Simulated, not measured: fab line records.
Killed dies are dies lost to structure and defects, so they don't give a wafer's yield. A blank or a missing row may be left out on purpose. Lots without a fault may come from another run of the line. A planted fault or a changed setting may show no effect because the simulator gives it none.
A lot that was struck, set against a sound lot -- flow sky130 -- 15 steps out of a route of 708
Sound: wafers L126.1, L126.2, L126.3. Struck: wafers L138.3, L138.5 (left out: L138.6, a lot-mate that was not struck); the cause follows at the end.
Each step with rows lists, per side, the tool, then ch with its chambers, then its first start. Under that, the readings that differ: sound wafers -- struck wafers -- difference of the means -- sigmas: that difference in standard deviations of wafers without a fault.
alike: readings whose means differ by less than 2 such deviations, and words and numbers that are the same on both sides. not compared: withheld readings, readings that some wafer has no value for, bounds like >300 that may hide the same value, and numbers for which the record gives no deviation and whose values overlap.
The two part at a step that has a row with sigmas, a row that says differs or no value, or rows on one side only. Numbers that have no deviation but don't overlap get no sigmas and don't part them. A reading that every wafer of one side lacks parts them only if that side has two wafers or more.

first, 1 step without rows for these wafers: SKY_VIA4_HDPCVD_00 (deposits SiO2, target thk 1750 nm, time 291.7 s).
SKY_VIA4_THK_MEAS_01:
  struck on film metro-03, day 46 07:54; sound on film metro-02, day 42 18:46
  alike: VIA4_HDPCVD_THK
SKY_VIA4_CMP_02: polishes SiO2.
  sound on cmp-01 ch 1,2,3, day 42 18:53; struck on cmp-01 ch 0,2, day 46 08:22
  alike: motor current A, slurry flow ml min
SKY_VIA4_BOW_MEAS_03:
  struck on film metro-02, day 46 08:36; sound on film metro-03, day 42 19:08
  alike: VIA4_BOW
then, 7 steps without rows for these wafers: SKY_VIA4_DEHYDRATE_04 (time 60 s); SKY_VIA4_HMDS_05 (prime time 60 s); SKY_VIA4_COAT_06 (resist thk 1140 nm); SKY_VIA4_SOFTBAKE_07 (time 60 s); SKY_VIA4_EXPOSE_08 (exposes mask VIM4, target cd 800 nm); SKY_VIA4_PEB_09; SKY_VIA4_DEVELOP_10 (develop time 60 s).
SKY_VIA4_OVL_MEAS_11:
  struck on overlay-02, day 47 04:49; sound on overlay-01, day 43 18:13
  alike: VIA4_OVL
SKY_VIA4_ETCH_12: etches SiO2 in C4F8/O2/Ar, stops on TiN, target depth 580 nm.
  sound on rie diel-02 ch 0,1,3, day 43 18:15; struck on rie diel-02 ch 3, day 47 04:51
reading,sound,struck,difference,sigmas
bias w (W),1205 1199 1199,1154 1153,-48,-13
  alike: oes product au
SKY_VIA4_STRIP_13: strips in O2/N2.
  sound on plasma asher-03 ch 0,1, day 43 18:19; struck on plasma asher-03 ch 0, day 47 04:57
  alike: drypump motor current A, oes product au, strip time to endpoint s
  not compared: rf hours counter h
-- the record jumps here: 2 days lie between the struck wafers' starts before and after (it left off in module VIA4 and takes up again in module PAD_OPEN, whose first step shown is number 708 of the route) --
SKY_PAD_OPEN_PROBE_99:
  struck on prober-01, day 49 16:56; sound on prober-01, day 46 15:38
  alike: defect limited yield, killed_at_M0_to_M3, killed_at_M4_up, killed at contacts, killed at front end, killed at other, killed dies, killed on rim, killed open, killed short, sort_bin_3_pad_short, sort_bin_5_function, sort_bin_6_memory, sort n pass, sort yield pct

WHERE THEY PART
At SKY_VIA4_ETCH_12 and nowhere else, as far as this record goes. Later steps at which nothing parts them and some readings are alike: SKY_VIA4_STRIP_13, SKY_PAD_OPEN_PROBE_99.

WHY: the cause the simulator had injected
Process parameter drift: rie diel-02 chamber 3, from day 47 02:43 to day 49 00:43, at SKY_VIA4_ETCH_12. From 1200, the setting bias w moved by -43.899. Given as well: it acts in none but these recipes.
